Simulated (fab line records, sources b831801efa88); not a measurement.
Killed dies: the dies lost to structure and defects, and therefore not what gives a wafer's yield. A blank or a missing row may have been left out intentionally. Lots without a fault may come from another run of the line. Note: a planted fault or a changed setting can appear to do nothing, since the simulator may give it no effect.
fab line records ; flow sky130
[record] lots = 11; wafers = 33; lastDay = 50
route steps=708 shown FIELD_ISO@18 DNWELL@43 NWELL@64 PAD_OPEN@708
lots untouched by any fault: they come from a run of this same line in which no faults occurred
startH: hours from the record's first day to the start of the lot's first wafer shown ; waitH: time in hours since the lot's previous step ; " repeats the value in the row above ; L1.1+2: several wafers, shown together as one row ; - value missing, or start not given ; * or withheld: withheld ; < > ~ a bound
route shown NAME@n: names a module that has steps shown in the file, with the first one's number in the route ; usual: mean and standard deviation over wafers with no fault ; same: alike in all rows ; chamber/n: place in a boat ; sites: readings site by site ; _std_site: their standard deviation ; _edge_site: outer sites' mean less inner sites' ; radiusMm: for every site, how far away it sits from the centre of the wafer ; mask NAME#n: copy n ; behind: the most recent tool/chamber to have shaped the wafer ; hold: reason for holding the lot/hours on hold/outcome of the hold ; device: the n, p or np transistor that did not switch ; end of line: at the end of the route, the tests of the same wafers ; for a step that has no rows: nothing shown but its recipe ; killed: dies lost to structure and defects at the first sort, not the wafer's yield ; map: dies across one wafer; x = killed, . = not, _ = none there
set.NAME: the setting that was run; set.NAME@STEP: the one run at that earlier step ; model.NAME: the simulator's own value behind a step, which no gauge read
the route's steps for a sample of lots (tables are steps, rows are wafers)
services: the hour from which a tool's chamber was out of use, counted from the record's first day as startH (under 0 if before that day), plus the number of hours and why
[[steps]]
[step SKY_FIELD_ISO_ETCH_17]
[recipe] targetDepthA = 3420; maskMaterial = Si3N4; chemistry = HBr/Cl2/O2; target = Si; taperDeg = 5; icpW = 600; biasW = 150; pressureMtorr = 15; HBr_flow_sccm = 150; Cl2_flow_sccm = 40; O2_flow_sccm = 6; timeS = 97.7
[usual] drypumpMotorCurrentA = 5.7/0.44; mfcCl2Sccm = 40.00/0.12; oesProductAu = 1.000/0.012; throttleValvePct = 25.656/0.012
lot.wafer;tool;chamber;startH;waitH;drypumpMotorCurrentA;mfcCl2Sccm;oesProductAu;rfHoursCounterH;throttleValvePct
L185.2;rieSi-02;1;29.59;0.1;6.0;39.94;0.982;130;25.664
L185.3;rieSi-02;0;29.59;0.1;5.1;39.84;1.010;43;25.648
L185.6;rieSi-02;1;29.59;0.1;6.0;39.88;0.991;-;25.656
L187.1;rieSi-01;2;40.12;0.1;5.9;39.96;1.002;2;25.657
L187.2;rieSi-01;0;40.12;0.1;6.1;40.02;0.993;3;25.659
L187.4;rieSi-01;3;40.12;0.1;4.8;39.92;1.017;156;25.638
L188.2;rieSi-02;2;46.32;0.1;5.7;39.84;1.015;0;25.650
L188.3;rieSi-02;3;46.32;0.1;6.0;39.64;1.007;3;25.641
L188.6;rieSi-02;1;46.32;0.1;6.0;39.86;0.981;-;25.658
L191.1;rieSi-01;2;60.89;0.1;5.9;40.29;1.007;3;25.639
L191.4;rieSi-01;0;60.89;0.1;6.1;39.82;0.999;-;25.664
L191.5;rieSi-01;1;60.89;0.1;5.9;40.05;0.983;-;25.673
L192.1;rieSi-01;2;66.94;0.1;5.9;39.85;1.008;3;25.648
L192.2;rieSi-01;0;66.94;0.1;6.1;40.07;1.001;4;25.657
L192.3;rieSi-01;1;66.94;0.1;5.9;40.21;0.981;121;25.667
L196.3;rieSi-01;0;89.39;0.0;6.1;39.99;1.009;4;25.633
L196.4;rieSi-01;2;89.39;0.0;5.9;40.05;1.003;3;25.651
L196.6;rieSi-01;1;89.39;0.0;5.9;40.00;0.986;-;25.656
L198.2;rieSi-02;3;101.19;0.1;6.0;40.05;1.007;4;25.642
L198.4;rieSi-02;1;101.19;0.1;6.0;39.94;0.982;130;25.660
L198.5;rieSi-02;2;101.19;0.1;5.7;40.07;1.010;-;25.650
L202.1;rieSi-01;3;121.89;0.1;4.8;39.90;1.014;0;25.658
L202.3;rieSi-01;0;121.89;0.1;6.2;40.12;1.017;4;25.659
L202.5;rieSi-01;1;121.89;0.1;5.9;39.98;1.003;-;25.644
L203.1;rieSi-02;1;124.99;0.1;6.0;39.83;0.999;131;25.657
L203.2;rieSi-02;0;124.99;0.1;5.0;39.88;0.995;44;25.657
L203.6;rieSi-02;0;124.99;0.1;5.1;40.10;0.992;-;25.667
L204.4;rieSi-02;0;131.42;0.0;5.1;40.15;0.995;44;25.647
L204.5;rieSi-02;3;131.42;0.0;5.9;40.00;0.990;-;25.681
L204.6;rieSi-02;0;131.42;0.0;5.0;40.09;1.004;-;25.660
L205.3;rieSi-01;0;134.62;0.0;6.1;39.85;1.019;4;25.646
L205.4;rieSi-01;3;134.62;0.0;4.8;39.92;1.004;0;25.652
L205.5;rieSi-01;1;134.62;0.0;5.9;40.22;0.989;-;25.659
[step SKY_FIELD_ISO_THK_MEAS_23]
[recipe] reads = SiO2_of_FIELD_ISO_OXIDATION_22
[usual] FIELD_ISO_OXIDATION_01_THK = 9.94/0.15
lot.wafer;tool;chamber;startH;waitH;FIELD_ISO_OXIDATION_01_THK[nm]
L185.2;filmMetro-02;-;32.53;0.0;10.14
L185.3;filmMetro-02;-;32.53;0.0;9.99
L185.6;filmMetro-02;-;32.53;0.0;9.92
L187.1;filmMetro-02;-;41.77;0.0;10.13
L187.2;filmMetro-02;-;41.77;0.0;9.99
L187.4;filmMetro-02;-;41.77;0.0;9.90
L188.2;filmMetro-04;-;50.38;0.0;9.90
L188.3;filmMetro-04;-;50.38;0.0;10.08
L188.6;filmMetro-04;-;50.38;0.0;10.12
L191.1;filmMetro-01;-;62.41;0.0;10.09
L191.4;filmMetro-01;-;62.41;0.0;9.83
L191.5;filmMetro-01;-;62.41;0.0;9.89
L192.1;filmMetro-04;-;70.12;0.0;9.89
L192.2;filmMetro-04;-;70.12;0.0;9.78
L192.3;filmMetro-04;-;70.12;0.0;9.89
L196.3;filmMetro-02;-;95.36;0.1;10.06
L196.4;filmMetro-02;-;95.36;0.1;10.09
L196.6;filmMetro-02;-;95.36;0.1;10.24
L198.2;filmMetro-02;-;103.65;0.0;10.16
L198.4;filmMetro-02;-;103.65;0.0;10.16
L198.5;filmMetro-02;-;103.65;0.0;10.17
L202.1;filmMetro-02;-;123.72;0.0;9.85
L202.3;filmMetro-02;-;123.72;0.0;10.04
L202.5;filmMetro-02;-;123.72;0.0;10.09
L203.1;filmMetro-01;-;127.99;0.0;9.98
L203.2;filmMetro-01;-;127.99;0.0;9.94
L203.6;filmMetro-01;-;127.99;0.0;9.81
L204.4;filmMetro-04;-;136.06;0.0;10.03
L204.5;filmMetro-04;-;136.06;0.0;10.00
L204.6;filmMetro-04;-;136.06;0.0;10.04
L205.3;filmMetro-01;-;137.23;0.0;9.95
L205.4;filmMetro-01;-;137.23;0.0;9.96
L205.5;filmMetro-01;-;137.23;0.0;9.74
[step SKY_DNWELL_STRIP_08]
[recipe] chemistry = O2/N2; powerW = 1400; pressureMtorr = 1500; platenTempC = withheld; o2FlowSccm = 3000; n2FlowSccm = 300; overashFraction = 0.5
[usual] drypumpMotorCurrentA = 5.7/0.51; oesProductAu = 0.722/0.0044; stripTimeToEndpointS = 36.94/0.11
lot.wafer;tool;chamber;startH;waitH;drypumpMotorCurrentA;oesProductAu;rfHoursCounterH;stripTimeToEndpointS
L185.2;plasmaAsher-04;1;55.05;0.1;4.9;0.727;24;36.83
L185.3;plasmaAsher-04;0;55.05;0.1;6.1;0.726;-;36.87
L185.6;plasmaAsher-04;0;55.05;0.1;6.1;0.725;-;36.78
L187.1;plasmaAsher-02;0;67.19;0.1;5.1;0.724;38;36.98
L187.2;plasmaAsher-02;1;67.19;0.1;6.2;0.730;38;37.00
L187.4;plasmaAsher-02;1;67.19;0.1;6.2;0.722;-;37.01
L188.2;plasmaAsher-04;1;73.29;0.1;4.9;0.732;26;36.94
L188.3;plasmaAsher-04;1;73.29;0.1;4.9;0.726;-;37.04
L188.6;plasmaAsher-04;1;73.29;0.1;4.9;0.726;-;36.94
L191.1;plasmaAsher-02;0;86.25;0.1;5.1;0.719;40;37.00
L191.4;plasmaAsher-02;0;86.25;0.1;5.1;0.725;-;36.81
L191.5;plasmaAsher-02;0;86.25;0.1;5.1;0.726;-;36.83
L192.1;plasmaAsher-04;0;95.19;0.1;6.1;0.724;28;37.00
L192.2;plasmaAsher-04;1;95.19;0.1;4.9;0.719;28;36.88
L192.3;plasmaAsher-04;0;95.19;0.1;6.1;0.719;-;37.01
L196.3;plasmaAsher-04;1;122.23;0.1;4.9;0.723;-;37.01
L196.4;plasmaAsher-04;0;122.23;0.1;6.1;0.717;-;36.72
L196.6;plasmaAsher-04;0;122.23;0.1;6.1;0.714;-;36.82
L198.2;plasmaAsher-04;0;126.59;0.1;6.1;0.721;32;37.01
L198.4;plasmaAsher-04;1;126.59;0.1;4.9;0.721;-;36.97
L198.5;plasmaAsher-04;1;126.59;0.1;4.9;0.724;-;36.98
L202.1;plasmaAsher-02;0;147.54;0.1;5.1;0.722;46;37.12
L202.3;plasmaAsher-02;1;147.54;0.1;6.2;0.719;-;37.08
L202.5;plasmaAsher-02;1;147.54;0.1;6.2;0.721;-;36.99
L203.1;plasmaAsher-03;0;153.62;0.1;6.0;0.714;45;37.03
L203.2;plasmaAsher-03;1;153.62;0.1;5.8;0.717;45;37.03
L203.6;plasmaAsher-03;0;153.62;0.1;6.1;0.722;-;37.02
L204.4;plasmaAsher-04;0;162.80;0.1;6.1;0.723;-;37.01
L204.5;plasmaAsher-04;0;162.80;0.1;6.1;0.719;-;37.08
L204.6;plasmaAsher-04;1;162.80;0.1;4.9;0.721;-;37.12
L205.3;plasmaAsher-03;0;165.83;0.1;6.1;0.718;-;37.04
L205.4;plasmaAsher-03;1;165.83;0.1;5.8;0.728;-;36.99
L205.5;plasmaAsher-03;1;165.83;0.1;5.8;0.727;-;37.01
[step SKY_NWELL_IMPLANT_11]
[recipe] species = P; energyKev = 400; doseCm2 = 1.9e+13; tiltDeg = withheld
[usual] implantIonAmu = 31/0
lot.wafer;tool;chamber;startH;waitH;implantIonAmu
L185.2;implanter-03;0;89.48;0.0;31
L185.3;implanter-03;0;89.48;0.0;31
L185.6;implanter-03;0;89.48;0.0;31
L187.1;implanter-03;0;101.44;0.0;31
L187.2;implanter-03;0;101.44;0.0;31
L187.4;implanter-03;0;101.44;0.0;31
L188.2;implanter-02;0;108.56;0.0;31
L188.3;implanter-02;0;108.56;0.0;31
L188.6;implanter-02;0;108.56;0.0;31
L191.1;implanter-03;0;121.71;0.0;31
L191.4;implanter-03;0;121.71;0.0;31
L191.5;implanter-03;0;121.71;0.0;31
L192.1;implanter-01;0;132.13;0.0;31
L192.2;implanter-01;0;132.13;0.0;31
L192.3;implanter-01;0;132.13;0.0;31
L196.3;implanter-02;0;161.96;0.1;31
L196.4;implanter-02;0;161.96;0.1;31
L196.6;implanter-02;0;161.96;0.1;31
L198.2;implanter-02;0;165.95;0.0;31
L198.4;implanter-02;0;165.95;0.0;31
L198.5;implanter-02;0;165.95;0.0;31
L202.1;implanter-02;0;188.91;0.0;75
L202.3;implanter-02;0;188.91;0.0;75
L202.5;implanter-02;0;188.91;0.0;75
L203.1;implanter-03;0;196.09;0.0;75
L203.2;implanter-03;0;196.09;0.0;75
L203.6;implanter-03;0;196.09;0.0;75
L204.4;implanter-03;0;204.70;0.1;75
L204.5;implanter-03;0;204.70;0.1;75
L204.6;implanter-03;0;204.70;0.1;75
L205.3;implanter-03;0;208.63;0.1;75
L205.4;implanter-03;0;208.63;0.1;75
L205.5;implanter-03;0;208.63;0.1;75
[step SKY_NWELL_TW_MEAS_15]
[usual] NWELL_TW = 1819/10
lot.wafer;tool;chamber;startH;waitH;NWELL_TW
L185.2;filmMetro-03;-;90.02;0.1;1822
L185.3;filmMetro-03;-;90.02;0.1;1827
L185.6;filmMetro-03;-;90.02;0.1;1809
L187.1;filmMetro-03;-;101.99;0.1;1825
L187.2;filmMetro-03;-;101.99;0.1;1823
L187.4;filmMetro-03;-;101.99;0.1;1825
L188.2;filmMetro-01;-;109.10;0.1;1833
L188.3;filmMetro-01;-;109.10;0.1;1829
L188.6;filmMetro-01;-;109.10;0.1;1830
L191.1;filmMetro-02;-;122.26;0.1;1822
L191.4;filmMetro-02;-;122.26;0.1;1822
L191.5;filmMetro-02;-;122.26;0.1;1809
L192.1;filmMetro-02;-;132.68;0.1;1807
L192.2;filmMetro-02;-;132.68;0.1;1807
L192.3;filmMetro-02;-;132.68;0.1;1802
L196.3;filmMetro-03;-;162.48;0.1;1822
L196.4;filmMetro-03;-;162.48;0.1;1820
L196.6;filmMetro-03;-;162.48;0.1;1822
L198.2;filmMetro-01;-;166.49;0.1;1835
L198.4;filmMetro-01;-;166.49;0.1;1831
L198.5;filmMetro-01;-;166.49;0.1;1835
L202.1;filmMetro-03;-;189.46;0.1;2788
L202.3;filmMetro-03;-;189.46;0.1;2803
L202.5;filmMetro-03;-;189.46;0.1;2794
L203.1;filmMetro-01;-;196.64;0.1;2818
L203.2;filmMetro-01;-;196.64;0.1;2824
L203.6;filmMetro-01;-;196.64;0.1;2827
L204.4;filmMetro-01;-;205.21;0.1;2814
L204.5;filmMetro-01;-;205.21;0.1;2802
L204.6;filmMetro-01;-;205.21;0.1;2822
L205.3;filmMetro-02;-;209.15;0.1;2783
L205.4;filmMetro-02;-;209.15;0.1;2778
L205.5;filmMetro-02;-;209.15;0.1;2776
[step SKY_NWELL_RS_MEAS_29]
[recipe] thkMeasGauge = four-point-probe
[usual] NWELL_RS = 624.4/1.5
lot.wafer;tool;chamber;startH;waitH;NWELL_RS[ohm/sq]
L185.2;filmMetro-03;-;107.44;0.1;625.9
L185.3;filmMetro-03;-;107.44;0.1;625.3
L185.6;filmMetro-03;-;107.44;0.1;623.4
L187.1;filmMetro-01;-;120.34;0.1;626.3
L187.2;filmMetro-01;-;120.34;0.1;624.8
L187.4;filmMetro-01;-;120.34;0.1;624.4
L188.2;filmMetro-02;-;127.37;0.1;622.7
L188.3;filmMetro-02;-;127.37;0.1;623.2
L188.6;filmMetro-02;-;127.37;0.1;622.6
L191.1;filmMetro-03;-;141.51;0.1;622.4
L191.4;filmMetro-03;-;141.51;0.1;623.0
L191.5;filmMetro-03;-;141.51;0.1;622.0
L192.1;filmMetro-02;-;152.94;0.1;625.2
L192.2;filmMetro-02;-;152.94;0.1;626.0
L192.3;filmMetro-02;-;152.94;0.1;624.8
L196.3;filmMetro-03;-;183.16;0.1;623.4
L196.4;filmMetro-03;-;183.16;0.1;623.1
L196.6;filmMetro-03;-;183.16;0.1;625.3
L198.2;filmMetro-03;-;187.41;0.1;625.5
L198.4;filmMetro-03;-;187.41;0.1;626.0
L198.5;filmMetro-03;-;187.41;0.1;624.3
L202.1;filmMetro-02;-;212.12;0.1;835.9
L202.3;filmMetro-02;-;212.12;0.1;835.4
L202.5;filmMetro-02;-;212.12;0.1;835.1
L203.1;filmMetro-01;-;219.10;0.1;839.4
L203.2;filmMetro-01;-;219.10;0.1;838.2
L203.6;filmMetro-01;-;219.10;0.1;836.8
L204.4;filmMetro-02;-;227.65;0.1;836.2
L204.5;filmMetro-02;-;227.65;0.1;838.7
L204.6;filmMetro-02;-;227.65;0.1;841.0
L205.3;filmMetro-03;-;231.56;0.1;838.8
L205.4;filmMetro-03;-;231.56;0.1;837.3
L205.5;filmMetro-03;-;231.56;0.1;837.8
[step SKY_PAD_OPEN_PROBE_99]
[usual] killed_at_M0_to_M3 = 46/6.7; killed_at_M4_up = 3.3/2; killedAtContacts = 24/5.4; killedAtFrontEnd = 15/4.3; killedAtOther = 0.4/0.64; killedDies = 89/9.1; killedOpen = 48/7.2; killedShort = 40/6.3
[same] grossDies = 492; killedAtBackSide = 0
lot.wafer;tool;chamber;startH;waitH;killed_at_M0_to_M3;killed_at_M4_up;killedAtContacts;killedAtFrontEnd;killedAtOther;killedDies;killedOpen;killedShort
L185.2;prober-01;-;1086.28;0.1;55;1;21;15;1;93;52;41
L185.3;prober-01;-;1086.33;0.2;40;5;25;16;1;87;46;41
L185.6;prober-01;-;1086.48;0.2;51;2;22;23;0;98;51;46
L187.1;prober-01;-;1100.04;0.1;32;5;17;16;1;71;38;32
L187.2;prober-01;-;1100.09;0.1;40;1;22;20;1;84;45;38
L187.4;prober-01;-;1100.19;0.2;36;6;20;20;0;82;48;34
L188.2;prober-02;-;1112.19;0.1;30;1;32;11;0;74;43;31
L188.3;prober-02;-;1112.24;0.2;51;2;19;26;1;99;59;39
L188.6;prober-02;-;1112.39;0.2;48;5;31;17;0;101;53;48
L191.1;prober-02;-;1130.46;0.1;59;3;30;8;0;100;58;40
L191.4;prober-02;-;1130.61;0.2;34;1;26;15;0;76;45;31
L191.5;prober-02;-;1130.66;0.2;49;7;31;22;0;109;65;41
L192.1;prober-01;-;1136.16;0.1;32;1;30;16;0;79;40;39
L192.2;prober-01;-;1136.21;0.1;37;0;28;8;1;74;50;24
L192.3;prober-01;-;1136.26;0.2;47;2;36;14;0;99;60;39
L196.3;prober-01;-;1160.19;0.2;45;7;17;21;1;91;52;38
L196.4;prober-01;-;1160.24;0.2;48;5;17;17;0;87;49;36
L196.6;prober-01;-;1160.34;0.2;45;1;27;18;0;91;46;43
L198.2;prober-01;-;1167.27;0.1;46;1;27;25;0;99;61;37
L198.4;prober-01;-;1167.37;0.2;42;4;18;17;0;81;42;39
L198.5;prober-01;-;1167.42;0.2;58;8;21;11;0;98;43;55
L202.1;prober-02;-;1184.24;0.1;51;3;20;6;2;82;49;33
L202.3;prober-02;-;1184.34;0.2;50;0;22;16;2;90;46;43
L202.5;prober-02;-;1184.44;0.2;46;3;12;17;2;80;39;39
L203.1;prober-01;-;1188.79;0.1;36;2;18;8;0;64;33;31
L203.2;prober-01;-;1188.84;0.1;44;3;27;18;0;92;50;42
L203.6;prober-01;-;1189.04;0.2;45;5;18;20;2;90;47;43
L204.4;prober-02;-;1193.39;0.2;42;1;30;17;1;91;52;39
L204.5;prober-02;-;1193.44;0.2;42;4;21;12;1;80;41;39
L204.6;prober-02;-;1193.49;0.2;52;5;24;21;0;102;57;45
L205.3;prober-02;-;1207.42;0.2;51;4;19;19;0;93;56;37
L205.4;prober-02;-;1207.47;0.2;53;11;13;12;0;89;47;42
L205.5;prober-02;-;1207.52;0.2;51;1;27;11;1;91;43;48
// killed by level:class
L185.2 VIA2:geometricParticle:open=16 VIA1:geometricParticle:open=12 CONTACT:geometricParticle:short=9 VIA1:geometricParticle:short=9 CONTACT:geometricParticle:open=6 METAL1:geometricParticle:short=6 FIELD_ISO:geometricParticle:short=4 FIELD_ISO:geometricParticle:open=3
L185.3 VIA1:geometricParticle:open=12 CONTACT:geometricParticle:short=8 VIA2:geometricParticle:open=7 CONTACT:geometricParticle:open=6 FIELD_ISO:geometricParticle:short=5 LI_CONTACT:geometricParticle:open=5 LOCAL_INTERCONNECT:geometricParticle:short=4 VIA1:geometricParticle:short=4
L185.6 VIA1:geometricParticle:open=10 VIA1:geometricParticle:short=10 FIELD_ISO:geometricParticle:open=9 CONTACT:geometricParticle:open=9 METAL2:geometricParticle:short=8 VIA2:geometricParticle:open=8 LI_CONTACT:geometricParticle:open=6 POLY_GATE:geometricParticle:short=5
L187.1 VIA1:geometricParticle:open=8 FIELD_ISO:geometricParticle:short=7 LI_CONTACT:geometricParticle:open=7 POLY_GATE:geometricParticle:open=6 VIA2:geometricParticle:open=6 CONTACT:geometricParticle:open=5 METAL2:geometricParticle:short=4 METAL1:geometricParticle:short=4
L187.2 CONTACT:geometricParticle:open=9 VIA3:geometricParticle:open=9 VIA2:geometricParticle:open=8 FIELD_ISO:geometricParticle:short=6 POLY_GATE:geometricParticle:short=6 LI_CONTACT:geometricParticle:open=6 VIA1:geometricParticle:open=5 LOCAL_INTERCONNECT:geometricParticle:short=4
L187.4 VIA2:geometricParticle:open=8 LI_CONTACT:geometricParticle:open=7 VIA1:geometricParticle:open=7 VIA3:geometricParticle:open=7 CONTACT:geometricParticle:open=6 POLY_GATE:geometricParticle:short=5 METAL2:geometricParticle:short=5 FIELD_ISO:geometricParticle:short=4
L188.2 LI_CONTACT:geometricParticle:open=10 CONTACT:geometricParticle:open=9 VIA1:geometricParticle:short=6 VIA3:geometricParticle:open=5 LOCAL_INTERCONNECT:geometricParticle:short=5 FIELD_ISO:geometricParticle:open=4 LOCAL_INTERCONNECT:geometricParticle:open=4 POLY_GATE:geometricParticle:open=3
L188.3 CONTACT:geometricParticle:open=12 VIA1:geometricParticle:open=11 FIELD_ISO:geometricParticle:short=10 FIELD_ISO:geometricParticle:open=10 VIA3:geometricParticle:open=9 METAL1:geometricParticle:short=5 METAL2:geometricParticle:short=5 VIA3:geometricParticle:short=5
L188.6 CONTACT:geometricParticle:open=10 VIA2:geometricParticle:open=10 LI_CONTACT:geometricParticle:open=9 METAL1:geometricParticle:short=9 VIA1:geometricParticle:open=8 VIA3:geometricParticle:short=7 FIELD_ISO:geometricParticle:short=6 LOCAL_INTERCONNECT:geometricParticle:short=4
L191.1 CONTACT:geometricParticle:open=13 VIA2:geometricParticle:open=13 VIA1:geometricParticle:open=11 VIA3:geometricParticle:open=6 METAL1:geometricParticle:short=6 METAL2:geometricParticle:short=6 LI_CONTACT:geometricParticle:open=5 VIA1:geometricParticle:short=5
L191.4 CONTACT:geometricParticle:open=8 VIA3:geometricParticle:open=8 LOCAL_INTERCONNECT:geometricParticle:short=7 FIELD_ISO:geometricParticle:open=6 METAL2:geometricParticle:short=6 LI_CONTACT:geometricParticle:open=5 METAL1:geometricParticle:short=5 VIA1:geometricParticle:open=5
L191.5 CONTACT:geometricParticle:open=11 LI_CONTACT:geometricParticle:open=10 VIA3:geometricParticle:open=10 VIA1:geometricParticle:open=8 FIELD_ISO:geometricParticle:short=7 POLY_GATE:geometricParticle:open=7 VIA1:geometricParticle:short=7 METAL2:geometricParticle:short=6
L192.1 LI_CONTACT:geometricParticle:open=13 FIELD_ISO:geometricParticle:short=8 VIA2:geometricParticle:open=7 CONTACT:geometricParticle:short=6 VIA1:geometricParticle:open=5 CONTACT:geometricParticle:open=5 VIA3:geometricParticle:open=5 LOCAL_INTERCONNECT:geometricParticle:short=4
L192.2 CONTACT:geometricParticle:open=11 LI_CONTACT:geometricParticle:open=10 VIA1:geometricParticle:open=8 VIA2:geometricParticle:open=8 METAL1:geometricParticle:short=7 VIA3:geometricParticle:open=5 POLY_GATE:geometricParticle:open=4 CONTACT:geometricParticle:short=3
L192.3 CONTACT:geometricParticle:open=15 VIA3:geometricParticle:open=11 VIA2:geometricParticle:open=9 LI_CONTACT:geometricParticle:open=7 METAL2:geometricParticle:short=7 CONTACT:geometricParticle:short=6 POLY_GATE:geometricParticle:open=5 LOCAL_INTERCONNECT:geometricParticle:short=5
L196.3 VIA1:geometricParticle:open=15 FIELD_ISO:geometricParticle:open=6 VIA2:geometricParticle:open=6 LI_CONTACT:geometricParticle:open=6 METAL2:geometricParticle:short=6 CONTACT:geometricParticle:open=6 METAL1:geometricParticle:short=6 FIELD_ISO:geometricParticle:short=5
L196.4 VIA1:geometricParticle:open=13 VIA1:geometricParticle:short=8 CONTACT:geometricParticle:open=7 METAL2:geometricParticle:short=7 POLY_GATE:geometricParticle:open=6 FIELD_ISO:geometricParticle:open=5 LI_CONTACT:geometricParticle:open=5 METAL1:geometricParticle:short=5
L196.6 CONTACT:geometricParticle:open=11 METAL2:geometricParticle:short=10 VIA1:geometricParticle:open=8 LOCAL_INTERCONNECT:geometricParticle:short=6 VIA3:geometricParticle:open=6 FIELD_ISO:geometricParticle:open=4 LI_CONTACT:geometricParticle:open=4 CONTACT:geometricParticle:short=4
L198.2 VIA1:geometricParticle:open=19 LI_CONTACT:geometricParticle:open=11 POLY_GATE:geometricParticle:open=9 CONTACT:geometricParticle:open=9 FIELD_ISO:geometricParticle:short=5 LOCAL_INTERCONNECT:geometricParticle:short=5 VIA1:geometricParticle:short=5 METAL2:geometricParticle:short=5
L198.4 VIA1:geometricParticle:open=8 CONTACT:geometricParticle:open=6 METAL2:geometricParticle:short=6 VIA3:geometricParticle:open=6 VIA2:geometricParticle:open=5 VIA1:geometricParticle:short=5 METAL3:geometricParticle:short=5 FIELD_ISO:geometricParticle:open=4
L198.5 VIA1:geometricParticle:open=10 METAL2:geometricParticle:short=9 CONTACT:geometricParticle:open=8 VIA2:geometricParticle:open=8 VIA2:geometricParticle:short=6 METAL4:geometricParticle:short=5 VIA1:geometricParticle:short=5 METAL2:geometricParticle:open=4
L202.1 VIA3:geometricParticle:open=11 VIA1:geometricParticle:open=10 LI_CONTACT:geometricParticle:open=7 VIA2:geometricParticle:open=6 CONTACT:geometricParticle:open=5 VIA1:geometricParticle:short=5 CONTACT:geometricParticle:short=4 METAL1:geometricParticle:open=4
L202.3 VIA1:geometricParticle:short=10 CONTACT:geometricParticle:open=10 VIA3:geometricParticle:open=10 VIA1:geometricParticle:open=7 METAL2:geometricParticle:short=6 FIELD_ISO:geometricParticle:open=4 FIELD_ISO:geometricParticle:short=4 METAL1:geometricParticle:short=4
L202.5 VIA1:geometricParticle:open=9 FIELD_ISO:geometricParticle:short=7 LI_CONTACT:geometricParticle:open=7 METAL1:geometricParticle:short=6 VIA2:geometricParticle:open=6 VIA3:geometricParticle:open=5 VIA1:geometricParticle:short=5 VIA2:geometricParticle:short=4
L203.1 VIA1:geometricParticle:open=11 CONTACT:geometricParticle:open=7 CONTACT:geometricParticle:short=6 METAL2:geometricParticle:short=6 METAL1:geometricParticle:short=5 VIA2:geometricParticle:open=4 FIELD_ISO:geometricParticle:short=3 LOCAL_INTERCONNECT:geometricParticle:short=3
L203.2 CONTACT:geometricParticle:open=11 VIA3:geometricParticle:open=6 LI_CONTACT:geometricParticle:open=6 VIA1:geometricParticle:open=6 METAL1:geometricParticle:short=5 VIA1:geometricParticle:short=5 VIA2:geometricParticle:open=5 VIA3:geometricParticle:short=5
L203.6 VIA1:geometricParticle:open=9 VIA2:geometricParticle:open=9 VIA1:geometricParticle:short=6 METAL2:geometricParticle:short=5 CONTACT:geometricParticle:open=5 CONTACT:geometricParticle:short=5 VIA3:geometricParticle:open=5 POLY_GATE:geometricParticle:short=4
L204.4 CONTACT:geometricParticle:open=12 VIA1:geometricParticle:open=11 VIA3:geometricParticle:open=9 CONTACT:geometricParticle:short=6 POLY_GATE:geometricParticle:short=6 VIA1:geometricParticle:short=6 VIA2:geometricParticle:open=6 LOCAL_INTERCONNECT:geometricParticle:short=5
L204.5 CONTACT:geometricParticle:open=9 VIA1:geometricParticle:open=7 METAL1:geometricParticle:short=7 VIA2:geometricParticle:open=7 VIA1:geometricParticle:short=6 CONTACT:geometricParticle:short=6 POLY_GATE:geometricParticle:open=4 POLY_GATE:geometricParticle:short=4
L204.6 CONTACT:geometricParticle:open=11 VIA1:geometricParticle:open=11 VIA2:geometricParticle:open=8 LI_CONTACT:geometricParticle:open=7 METAL1:geometricParticle:short=7 METAL2:geometricParticle:short=6 FIELD_ISO:geometricParticle:short=5 FIELD_ISO:geometricParticle:open=5
L205.3 VIA2:geometricParticle:open=11 CONTACT:geometricParticle:open=9 METAL1:geometricParticle:short=7 VIA1:geometricParticle:open=7 METAL2:geometricParticle:open=7 VIA3:geometricParticle:open=6 POLY_GATE:geometricParticle:short=5 POLY_GATE:geometricParticle:open=5
L205.4 VIA3:geometricParticle:open=13 VIA1:geometricParticle:open=10 METAL4:geometricParticle:short=8 LI_CONTACT:geometricParticle:open=6 METAL1:geometricParticle:short=5 VIA2:geometricParticle:short=5 METAL3:geometricParticle:short=5 FIELD_ISO:geometricParticle:open=4
L205.5 VIA2:geometricParticle:open=11 LI_CONTACT:geometricParticle:open=7 LOCAL_INTERCONNECT:geometricParticle:short=7 CONTACT:geometricParticle:open=7 VIA1:geometricParticle:open=7 VIA3:geometricParticle:short=7 METAL2:geometricParticle:short=6 VIA1:geometricParticle:short=5
[[services]]
tool;chamber;startH;hours;kind
rieSi-02;2;9.15;-;clean
rieSi-02;2;9.15;21.4;scheduledDown
rieSi-02;2;9.15;21.4;ventCycle
implanter-01;-;31.50;3.1;repair
implanter-01;-;35.86;4.6;pm
implanter-02;-;41.94;5.7;pm
implanter-03;-;44.09;10.4;repair
implanter-01;-;50.38;20.6;pm
rieSi-01;3;53.83;-;clean
rieSi-01;3;53.83;23.7;scheduledDown
rieSi-01;3;53.83;23.7;ventCycle
implanter-02;-;65.35;1.3;repair
plasmaAsher-03;-;66.70;6.9;repair
rieSi-02;2;69.32;5.6;repair
plasmaAsher-04;-;77.61;2.8;pm
rieSi-02;-;116.79;0.2;repair
rieSi-02;-;126.95;4.3;pm
implanter-01;-;145.76;8.0;pm
plasmaAsher-03;-;158.96;5.2;repair
plasmaAsher-03;-;168.04;2.3;repair
plasmaAsher-03;-;171.45;10.7;repair
plasmaAsher-04;-;177.59;1.6;repair
rieSi-01;3;178.64;31.0;repair
plasmaAsher-02;-;185.11;2.8;pm
[[key]]
[firstSign] step = SKY_NWELL_IMPLANT_11; reading = implantIonAmu; direction = up; sigmas = 99+; usual = 31; struck = 75
[effect] step = SKY_NWELL_TW_MEAS_15; reading = NWELL_TW; direction = up; sigmas = 95; usual = 1819; struck = 2802
[effect] step = SKY_NWELL_RS_MEAS_29; reading = NWELL_RS; direction = up; sigmas = 99+; usual = 624.4; struck = 837.5
metAt SKY_NWELL_IMPLANT_11
struckLots L202,L203,L204,L205
testerLeftOut L202,L203,L204,L205
notActingAt SKY_FIELD_ISO_ETCH_17,SKY_FIELD_ISO_THK_MEAS_23,SKY_DNWELL_STRIP_08
onsetBetween 165.95 188.91
[fault] kind = wrongRecipeDownload; tool = implanter-01,implanter-02,implanter-03; chamber = -; onsetH = 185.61; steps = SKY_NWELL_IMPLANT_11; wrongRecipe.notListed = 1
// testerLeftOut: of these lots the tester's yield and bins aren't shown, on N5 and GAA mostly nor the transistor test; their killed dies are dies lost to structure and defects alone, not to doping, threshold or leakage, so they don't give the yield
